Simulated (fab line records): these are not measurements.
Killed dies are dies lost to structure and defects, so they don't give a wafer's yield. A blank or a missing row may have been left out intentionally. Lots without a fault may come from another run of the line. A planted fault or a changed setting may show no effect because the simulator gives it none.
Which of the tools did it? -- flow gf180mcu -- 7 lots with 21 wafers sampled at 3 steps, on a route of 602 steps

## WHAT EACH GAUGE READ, for each wafer
GF_LVPWELL_TW_MEAS_11.
lot,measured,on,LVPWELL_TW
L830,day 4 03:11,film_metro-03,568 568 568
L833,day 4 17:45,film_metro-01,564 568 567
L836,day 5 11:53,film_metro-04,559 559 559
L839,day 6 13:11,film_metro-01,568 566 569
L841,day 6 22:11,film_metro-04,559 563 564
L848,day 8 06:53,film_metro-04,30 30 30
L850,day 9 03:08,film_metro-03,565 563 566

## WHAT TOOL EACH LOT RAN ON (gives the tool, then ch and the chambers of the sampled wafers, and finally the start)
lot,GF_NWELL_STRIP_10,GF_LVPWELL_STRIP_10
L830,"plasma_asher-03 ch 0,1, day 3 13:24","plasma_asher-04 ch 0,1, day 4 03:05"
L833,"plasma_asher-01 ch 0,1, day 4 04:28","plasma_asher-01 ch 0,1, day 4 17:40"
L836,"plasma_asher-02 ch 0,1, day 4 21:17","plasma_asher-04 ch 0,1, day 5 11:47"
L839,"plasma_asher-02 ch 0,1, day 5 22:02","plasma_asher-01 ch 0,1, day 6 13:05"
L841,"plasma_asher-03 ch 0,1, day 6 06:38","plasma_asher-04 ch 0, day 6 22:05"
L848,"plasma_asher-01 ch 0,1, day 7 14:16","plasma_asher-04 ch 0,1, day 8 06:48"
L850,"plasma_asher-03 ch 0,1, day 8 09:56","plasma_asher-01 ch 0,1, day 9 03:02"
- GF_NWELL_STRIP_10: strips in O2/N2.
- GF_LVPWELL_STRIP_10: strips in O2/N2.

## THE ANSWER, worked out from the rows above alone
Rule: usual is defined by the lots themselves. The widest of any qualifying gaps counts: lots, ordered by their means at a reading, are off when they make up no more than a third of the lots, leave a main group of 4 or more, and stand apart from it by 3 or more times the standard deviation of that group's means. If all means in a main group match to the digits the tables above print for the reading, that group is not used. Also off: a lot with no number at a reading for which 4 or more lots have one. Where the step has rows for the other lots, those lots are counted as sound.
Off: L848, seen at GF_LVPWELL_TW_MEAS_11 (LVPWELL_TW). Mean 565 and standard deviation 3.2 in the main group.
If a tool, at a process step before that reading, ran all the lots that are off and no sound lot after the first of them, it fits. Those tools and the gauges at GF_LVPWELL_TW_MEAS_11 are tried in the same way. Can't be told from this: 3 tools fit, plasma_asher-01 at GF_NWELL_STRIP_10, plasma_asher-04 at GF_LVPWELL_STRIP_10, film_metro-04 at GF_LVPWELL_TW_MEAS_11.

## WHAT THE SIMULATOR HAD INSERTED
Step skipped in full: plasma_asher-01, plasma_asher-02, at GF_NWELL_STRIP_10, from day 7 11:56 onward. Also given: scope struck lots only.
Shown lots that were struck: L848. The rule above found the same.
